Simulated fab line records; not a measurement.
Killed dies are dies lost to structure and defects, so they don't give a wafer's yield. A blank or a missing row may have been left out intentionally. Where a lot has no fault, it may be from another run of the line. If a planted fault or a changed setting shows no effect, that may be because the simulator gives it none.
fab line records + flow gf180mcu
record:
- lots: 13
- wafers: 39
- last-day: 34
route steps=602 shown MVPSD@85 VT_IMPLANT@108 CONTACT@298 M3@410
lots that met no fault: from a run of the same line without faults
start-h: the number of hours between the record's first day and the start of the first shown wafer of the lot + wait-h: hours from the lot's prior step to this one + " same as the row above + L1.1+2: a row that stands for several wafers + - either no value or no given start + * or withheld: withheld + < > ~ a bound
route shown NAME@n: a module of which the file shows steps, and the number in the route of the first + usual: mean and standard deviation over wafers with no fault + same: alike in all rows + chamber/n: place in a boat + sites: the reading at each site + _std_site: standard deviation across them + _edge_site: mean of outer sites minus mean of inner sites + radius-mm: for every site, how far away it sits from the centre of the wafer + mask NAME#n: copy n + behind: the last tool/chamber to shape the wafer + hold: what put the lot on hold/how long, in hours/how the hold closed + device: names the non-switching transistor (n, p or np) + end of line: the same wafers' tests at the end of the route + a step with no rows: only its recipe + killed: the dies lost at the first sort to structure and to defects; this is not the yield of the wafer + map: a wafer's dies, x killed, . not, _ none there
set.NAME: the run value of the setting; set.NAME@STEP: its run value at that earlier step + model.NAME: the simulator's own value behind a step, which no gauge read
steps of the route over a sample of lots; a table a step, a row a wafer
services: when a tool's chamber went out of use (start-h, in hours from the record's first day, below 0 if earlier), for how many hours, and the reason
== steps ==
step: GF_MVPSD_OVL_MEAS_07
usual:
- MVPSD_OVL: 0.1/1.5
| lot.wafer | tool       | chamber | start-h | wait-h | MVPSD_OVL[nm] |
|-----------|------------|---------|---------|--------|---------------|
| L807.1    | overlay-02 | -       | 95.05   | -      | -0.1          |
| L807.2    | "          | -       | "       | "      | 1.8           |
| L807.5    | "          | -       | "       | "      | 0.3           |
| L808.2    | overlay-02 | -       | 103.26  | -      | 0.8           |
| L808.3    | "          | -       | "       | "      | 1.6           |
| L808.6    | "          | -       | "       | "      | 0.6           |
| L809.3    | overlay-02 | -       | 108.46  | -      | -0.9          |
| L809.4    | "          | -       | "       | "      | 0.0           |
| L809.5    | "          | -       | "       | "      | 0.4           |
| L812.1    | overlay-02 | -       | 124.40  | -      | -1.7          |
| L812.4    | "          | -       | "       | "      | -1.7          |
| L812.5    | "          | -       | "       | "      | -1.6          |
| L813.1    | overlay-01 | -       | 131.70  | -      | 0.9           |
| L813.2    | "          | -       | "       | "      | 0.9           |
| L813.5    | "          | -       | "       | "      | 0.3           |
| L814.1    | overlay-01 | -       | 138.10  | -      | -0.1          |
| L814.3    | "          | -       | "       | "      | -0.5          |
| L814.5    | "          | -       | "       | "      | 0.2           |
| L815.1    | overlay-01 | -       | 142.80  | -      | -0.9          |
| L815.3    | "          | -       | "       | "      | 0.0           |
| L815.5    | "          | -       | "       | "      | -0.5          |
| L816.2    | overlay-02 | -       | 149.80  | -      | 0.0           |
| L816.3    | "          | -       | "       | "      | -0.8          |
| L816.5    | "          | -       | "       | "      | -0.3          |
| L818.1    | overlay-02 | -       | 160.55  | -      | -0.3          |
| L818.4    | "          | -       | "       | "      | -0.3          |
| L818.6    | "          | -       | "       | "      | -0.7          |
| L819.1    | overlay-02 | -       | 168.65  | -      | -0.1          |
| L819.2    | "          | -       | "       | "      | -2.2          |
| L819.6    | "          | -       | "       | "      | -0.3          |
| L825.3    | overlay-01 | -       | 206.96  | -      | 1.3           |
| L825.4    | "          | -       | "       | "      | 1.0           |
| L825.5    | "          | -       | "       | "      | 2.2           |
| L828.1    | overlay-02 | -       | 223.10  | -      | 0.0           |
| L828.2    | "          | -       | "       | "      | 1.3           |
| L828.4    | "          | -       | "       | "      | 0.5           |
| L829.1    | overlay-02 | -       | 228.85  | -      | 1.8           |
| L829.2    | "          | -       | "       | "      | 0.7           |
| L829.3    | "          | -       | "       | "      | 0.4           |
step: GF_VT_IMPLANT_OVL_MEAS_18
usual:
- VT_IMPLANT_01_OVL: -0.3/1.6
| lot.wafer | tool       | chamber | start-h | wait-h | VT_IMPLANT_01_OVL[nm] |
|-----------|------------|---------|---------|--------|-----------------------|
| L807.1    | overlay-02 | -       | 123.94  | 0.1    | -0.2                  |
| L807.2    | "          | -       | "       | "      | -0.6                  |
| L807.5    | "          | -       | "       | "      | -1.7                  |
| L808.2    | overlay-01 | -       | 132.11  | 0.1    | -0.9                  |
| L808.3    | "          | -       | "       | "      | -1.5                  |
| L808.6    | "          | -       | "       | "      | -0.5                  |
| L809.3    | overlay-01 | -       | 137.76  | 0.1    | -1.7                  |
| L809.4    | "          | -       | "       | "      | -0.1                  |
| L809.5    | "          | -       | "       | "      | -0.8                  |
| L812.1    | overlay-01 | -       | 155.95  | 0.1    | 0.3                   |
| L812.4    | "          | -       | "       | "      | -0.1                  |
| L812.5    | "          | -       | "       | "      | 0.1                   |
| L813.1    | overlay-01 | -       | 163.65  | 0.1    | -0.4                  |
| L813.2    | "          | -       | "       | "      | -0.8                  |
| L813.5    | "          | -       | "       | "      | 0.4                   |
| L814.1    | overlay-02 | -       | 170.50  | 0.1    | 0.1                   |
| L814.3    | "          | -       | "       | "      | 0.8                   |
| L814.5    | "          | -       | "       | "      | 1.1                   |
| L815.1    | overlay-02 | -       | 174.89  | 0.1    | 2.6                   |
| L815.3    | "          | -       | "       | "      | 3.1                   |
| L815.5    | "          | -       | "       | "      | 4.7                   |
| L816.2    | overlay-01 | -       | 182.25  | 0.1    | -3.2                  |
| L816.3    | "          | -       | "       | "      | -2.9                  |
| L816.5    | "          | -       | "       | "      | -2.0                  |
| L818.1    | overlay-01 | -       | 194.40  | 0.1    | 0.3                   |
| L818.4    | "          | -       | "       | "      | 0.2                   |
| L818.6    | "          | -       | "       | "      | 0.6                   |
| L819.1    | overlay-02 | -       | 203.10  | 0.1    | 1.5                   |
| L819.2    | "          | -       | "       | "      | 2.1                   |
| L819.6    | "          | -       | "       | "      | 0.7                   |
| L825.3    | overlay-02 | -       | 243.60  | 0.1    | -1.8                  |
| L825.4    | "          | -       | "       | "      | -0.2                  |
| L825.5    | "          | -       | "       | "      | -1.3                  |
| L828.1    | overlay-02 | -       | 261.34  | 0.1    | 1.8                   |
| L828.2    | "          | -       | "       | "      | 0.4                   |
| L828.4    | "          | -       | "       | "      | 0.4                   |
| L829.1    | overlay-02 | -       | 268.09  | 0.1    | 2.0                   |
| L829.2    | "          | -       | "       | "      | 1.0                   |
| L829.3    | "          | -       | "       | "      | -1.3                  |
step: GF_CONTACT_EXPOSE_11
recipe:
- mask-id: Contact
- target-cd-nm: 220
- na: 0.68
- source-shape: conventional
- sigma-outer: 0.6
- dose-mj: 38
usual:
- exposure-dose-mJ-cm2: 38.02/0.043
- focus-offset-nm: 0.1/0.5
| lot.wafer | tool           | chamber | start-h | wait-h | mask      | exposure-dose-mJ-cm2 | focus-offset-nm |
|-----------|----------------|---------|---------|--------|-----------|----------------------|-----------------|
| L807.1    | krf-scanner-01 | 0       | 353.12  | -      | Contact#0 | 38.05                | -1.0            |
| L807.2    | "              | 0       | "       | "      | Contact#0 | 38.01                | -0.6            |
| L807.5    | "              | 0       | "       | "      | Contact#0 | 38.09                | 0.2             |
| L808.2    | krf-scanner-02 | 0       | 361.19  | -      | Contact#0 | 37.96                | -1.1            |
| L808.3    | "              | 0       | "       | "      | Contact#0 | 38.00                | -0.2            |
| L808.6    | "              | 0       | "       | "      | Contact#0 | 37.97                | -0.2            |
| L809.3    | krf-scanner-02 | 0       | 368.28  | -      | Contact#0 | 38.00                | 0.1             |
| L809.4    | "              | 0       | "       | "      | Contact#0 | 37.98                | -0.5            |
| L809.5    | "              | 0       | "       | "      | Contact#0 | 37.98                | 0.0             |
| L812.1    | krf-scanner-01 | 0       | 399.35  | -      | Contact#0 | 38.07                | 0.0             |
| L812.4    | "              | 0       | "       | "      | Contact#0 | 38.03                | 0.2             |
| L812.5    | "              | 0       | "       | "      | Contact#0 | 38.08                | 0.4             |
| L813.1    | krf-scanner-01 | 0       | 405.34  | -      | Contact#0 | 38.00                | 0.5             |
| L813.2    | "              | 0       | "       | "      | Contact#0 | 38.07                | 0.6             |
| L813.5    | "              | 0       | "       | "      | Contact#0 | 37.99                | 0.1             |
| L814.1    | krf-scanner-02 | 0       | 416.57  | -      | Contact#0 | 38.05                | -0.5            |
| L814.3    | "              | 0       | "       | "      | Contact#0 | 37.93                | 0.1             |
| L814.5    | "              | 0       | "       | "      | Contact#0 | 37.95                | 0.4             |
| L815.1    | krf-scanner-01 | 0       | 423.67  | -      | Contact#0 | 38.03                | 0.4             |
| L815.3    | "              | 0       | "       | "      | Contact#0 | 38.02                | 1.0             |
| L815.5    | "              | 0       | "       | "      | Contact#0 | 38.04                | 0.8             |
| L816.2    | krf-scanner-01 | 0       | 433.16  | -      | Contact#0 | 38.03                | -0.2            |
| L816.3    | "              | 0       | "       | "      | Contact#0 | 38.07                | -1.2            |
| L816.5    | "              | 0       | "       | "      | Contact#0 | 38.05                | -0.4            |
| L818.1    | krf-scanner-02 | 0       | 450.64  | -      | Contact#0 | 38.02                | -0.2            |
| L818.4    | "              | 0       | "       | "      | Contact#0 | 38.06                | 0.0             |
| L818.6    | "              | 0       | "       | "      | Contact#0 | 38.02                | -0.2            |
| L819.1    | krf-scanner-02 | 0       | 463.09  | -      | Contact#0 | 38.04                | 0.2             |
| L819.2    | "              | 0       | "       | "      | Contact#0 | 38.01                | 0.2             |
| L819.6    | "              | 0       | "       | "      | Contact#0 | 38.03                | -0.6            |
| L825.3    | krf-scanner-01 | 0       | 517.93  | -      | Contact#0 | 37.98                | -0.1            |
| L825.4    | "              | 0       | "       | "      | Contact#0 | 38.00                | -0.1            |
| L825.5    | "              | 0       | "       | "      | Contact#0 | 38.00                | 0.0             |
| L828.1    | krf-scanner-01 | 0       | 535.09  | -      | Contact#0 | 39.81                | 1.1             |
| L828.2    | "              | 0       | "       | "      | Contact#0 | 39.82                | -0.4            |
| L828.4    | "              | 0       | "       | "      | Contact#0 | 39.84                | 0.3             |
| L829.1    | krf-scanner-01 | 0       | 544.74  | -      | Contact#0 | 39.83                | 0.4             |
| L829.2    | "              | 0       | "       | "      | Contact#0 | 39.80                | 0.3             |
| L829.3    | "              | 0       | "       | "      | Contact#0 | 39.78                | 0.1             |
step: GF_CONTACT_CD_MEAS_14
recipe:
- target-cd-nm: 220
usual:
- cd-nm: 220.4/1.6
| lot.wafer | tool      | chamber | start-h | wait-h | hold                     | cd-nm |
|-----------|-----------|---------|---------|--------|--------------------------|-------|
| L807.1    | cd-sem-01 | -       | 364.00  | 0.1    | -                        | 222.0 |
| L807.2    | "         | -       | "       | "      | -                        | 220.1 |
| L807.5    | "         | -       | "       | "      | -                        | 221.1 |
| L808.2    | cd-sem-01 | -       | 372.21  | 0.1    | -                        | 220.8 |
| L808.3    | "         | -       | "       | "      | -                        | 221.5 |
| L808.6    | "         | -       | "       | "      | -                        | 220.1 |
| L809.3    | cd-sem-01 | -       | 379.73  | 0.1    | -                        | 219.7 |
| L809.4    | "         | -       | "       | "      | -                        | 218.5 |
| L809.5    | "         | -       | "       | "      | -                        | 219.6 |
| L812.1    | cd-sem-01 | -       | 410.90  | 0.1    | -                        | 222.1 |
| L812.4    | "         | -       | "       | "      | -                        | 222.8 |
| L812.5    | "         | -       | "       | "      | -                        | 223.8 |
| L813.1    | cd-sem-02 | -       | 416.54  | 0.1    | -                        | 220.7 |
| L813.2    | "         | -       | "       | "      | -                        | 220.1 |
| L813.5    | "         | -       | "       | "      | -                        | 221.1 |
| L814.1    | cd-sem-01 | -       | 428.75  | 0.1    | -                        | 218.8 |
| L814.3    | "         | -       | "       | "      | -                        | 218.7 |
| L814.5    | "         | -       | "       | "      | -                        | 218.6 |
| L815.1    | cd-sem-02 | -       | 435.74  | 0.1    | -                        | 220.6 |
| L815.3    | "         | -       | "       | "      | -                        | 219.6 |
| L815.5    | "         | -       | "       | "      | -                        | 220.3 |
| L816.2    | cd-sem-02 | -       | 444.81  | 0.1    | -                        | 220.5 |
| L816.3    | "         | -       | "       | "      | -                        | 220.8 |
| L816.5    | "         | -       | "       | "      | -                        | 220.7 |
| L818.1    | cd-sem-02 | -       | 462.99  | 0.1    | -                        | 219.3 |
| L818.4    | "         | -       | "       | "      | -                        | 219.7 |
| L818.6    | "         | -       | "       | "      | -                        | 218.5 |
| L819.1    | cd-sem-01 | -       | 474.94  | 0.1    | -                        | 219.6 |
| L819.2    | "         | -       | "       | "      | -                        | 220.2 |
| L819.6    | "         | -       | "       | "      | -                        | 219.6 |
| L825.3    | cd-sem-02 | -       | 529.78  | 0.1    | -                        | 223.9 |
| L825.4    | "         | -       | "       | "      | -                        | 222.4 |
| L825.5    | "         | -       | "       | "      | -                        | 224.0 |
| L828.1    | cd-sem-01 | -       | 546.04  | 0.1    | -                        | 225.0 |
| L828.2    | "         | -       | "       | "      | -                        | 223.7 |
| L828.4    | "         | -       | "       | "      | -                        | 224.5 |
| L829.1    | cd-sem-01 | -       | 555.54  | 0.1    | await-dispo/0.2h/release | 227.4 |
| L829.2    | "         | -       | "       | "      | await-dispo/0.2h/release | 228.2 |
| L829.3    | "         | -       | "       | "      | await-dispo/0.2h/release | 228.6 |
| L829.1    | cd-sem-01 | -       | 555.83  | 0.3    | -                        | 227.2 |
| L829.2    | "         | -       | "       | "      | -                        | 228.4 |
| L829.3    | "         | -       | "       | "      | -                        | 228.4 |
step: GF_M3_SPUTTER_01
recipe:
- material: TiN
- target-thk-nm: 30
- power-w: 6500
- time-s: 25
- chamber-pressure-pa: 0.4
usual:
- throttle-valve-pct: 29.7/0.85
same:
- time-s: 25
| lot.wafer | tool           | chamber | start-h | wait-h | throttle-valve-pct |
|-----------|----------------|---------|---------|--------|--------------------|
| L807.1    | pvd-sputter-01 | -       | 466.76  | 0.1    | 28.9               |
| L807.2    | "              | -       | "       | "      | 28.9               |
| L807.5    | "              | -       | "       | "      | 29.0               |
| L808.2    | pvd-sputter-03 | -       | 475.91  | 0.1    | 29.8               |
| L808.3    | "              | -       | "       | "      | 30.2               |
| L808.6    | "              | -       | "       | "      | 28.8               |
| L809.3    | pvd-sputter-02 | -       | 483.56  | 0.1    | 29.3               |
| L809.4    | "              | -       | "       | "      | 31.6               |
| L809.5    | "              | -       | "       | "      | 29.6               |
| L812.1    | pvd-sputter-03 | -       | 515.65  | 0.1    | 30.2               |
| L812.4    | "              | -       | "       | "      | 28.8               |
| L812.5    | "              | -       | "       | "      | 30.5               |
| L813.1    | pvd-sputter-01 | -       | 522.28  | 0.1    | 29.2               |
| L813.2    | "              | -       | "       | "      | 29.0               |
| L813.5    | "              | -       | "       | "      | 28.7               |
| L814.1    | pvd-sputter-03 | -       | 534.18  | 0.1    | 29.4               |
| L814.3    | "              | -       | "       | "      | 30.3               |
| L814.5    | "              | -       | "       | "      | 29.4               |
| L815.1    | pvd-sputter-03 | -       | 540.05  | 0.1    | 28.8               |
| L815.3    | "              | -       | "       | "      | 29.8               |
| L815.5    | "              | -       | "       | "      | 29.7               |
| L816.2    | pvd-sputter-03 | -       | 548.91  | 0.1    | 28.6               |
| L816.3    | "              | -       | "       | "      | 29.8               |
| L816.5    | "              | -       | "       | "      | 28.8               |
| L818.1    | pvd-sputter-02 | -       | 566.72  | 0.1    | 30.0               |
| L818.4    | "              | -       | "       | "      | 31.7               |
| L818.6    | "              | -       | "       | "      | 29.8               |
| L819.1    | pvd-sputter-01 | -       | 576.86  | 0.1    | 31.0               |
| L819.2    | "              | -       | "       | "      | 28.9               |
| L819.6    | "              | -       | "       | "      | 31.0               |
| L825.3    | pvd-sputter-02 | -       | 624.70  | 0.1    | 29.5               |
| L825.4    | "              | -       | "       | "      | 29.5               |
| L825.5    | "              | -       | "       | "      | 29.3               |
| L828.1    | pvd-sputter-01 | -       | 639.13  | 0.1    | 28.9               |
| L828.2    | "              | -       | "       | "      | 28.9               |
| L828.4    | "              | -       | "       | "      | 29.3               |
| L829.1    | pvd-sputter-01 | -       | 647.95  | 0.1    | 28.6               |
| L829.2    | "              | -       | "       | "      | 31.2               |
| L829.3    | "              | -       | "       | "      | 29.1               |
== services ==
| tool           | chamber | start-h | hours | kind   |
|----------------|---------|---------|-------|--------|
| pvd-sputter-03 | -       | 329.63  | 11.7  | repair |
| krf-scanner-01 | -       | 339.84  | 1.3   | pm     |
| krf-scanner-02 | -       | 345.66  | 0.5   | repair |
| krf-scanner-02 | -       | 346.15  | 0.4   | repair |
| krf-scanner-02 | -       | 347.69  | 1.0   | pm     |
| krf-scanner-02 | -       | 351.76  | 0.5   | repair |
| krf-scanner-02 | -       | 384.25  | 0.8   | pm     |
| krf-scanner-02 | -       | 385.05  | 19.3  | repair |
| krf-scanner-02 | -       | 407.26  | 4.4   | pm     |
| krf-scanner-01 | -       | 420.87  | 0.8   | pm     |
| pvd-sputter-03 | -       | 421.17  | 4.7   | repair |
| krf-scanner-01 | -       | 423.78  | 1.0   | pm     |
| pvd-sputter-01 | -       | 436.64  | 2.1   | repair |
| krf-scanner-01 | -       | 474.13  | 4.0   | pm     |
| krf-scanner-02 | -       | 477.16  | 1.9   | repair |
| krf-scanner-02 | -       | 479.11  | 1.3   | pm     |
| krf-scanner-02 | -       | 481.56  | 0.4   | repair |
| krf-scanner-02 | -       | 496.66  | 9.8   | repair |
| krf-scanner-01 | -       | 511.96  | 0.8   | pm     |
| krf-scanner-01 | -       | 515.74  | 1.3   | pm     |
| krf-scanner-02 | -       | 517.04  | 1.0   | pm     |
| krf-scanner-01 | -       | 589.67  | 0.8   | pm     |
| krf-scanner-01 | -       | 593.35  | 1.0   | pm     |
| krf-scanner-01 | -       | 610.26  | 4.4   | pm     |
== key ==
first-sign:
- step: GF_CONTACT_EXPOSE_11
- reading: exposure-dose-mJ-cm2
- direction: up
- sigmas: 42
- usual: 38.02
- struck: 39.81
effect:
- step: GF_CONTACT_CD_MEAS_14
- reading: visit
- direction: added
met-at GF_CONTACT_EXPOSE_11
struck-lots L828,L829
tester-left-out L828,L829
not-acting-at GF_MVPSD_OVL_MEAS_07,GF_VT_IMPLANT_OVL_MEAS_18,GF_M3_SPUTTER_01
onset-between 517.93 535.09
fault:
- kind: process-parameter-drift
- tool: krf-scanner-01
- chamber: -
- onset-h: 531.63
- steps: GF_CONTACT_EXPOSE_11
- channel: dose-mj
- offset: 1.7859
- shape: step
- acts-in: these-recipes-only
- stated: 38
tester-left-out: of these lots the tester's yield and bins aren't shown, on N5 and GAA mostly nor the transistor test; their killed dies are dies lost to structure and defects alone, not to doping, threshold or leakage, so they don't give the yield
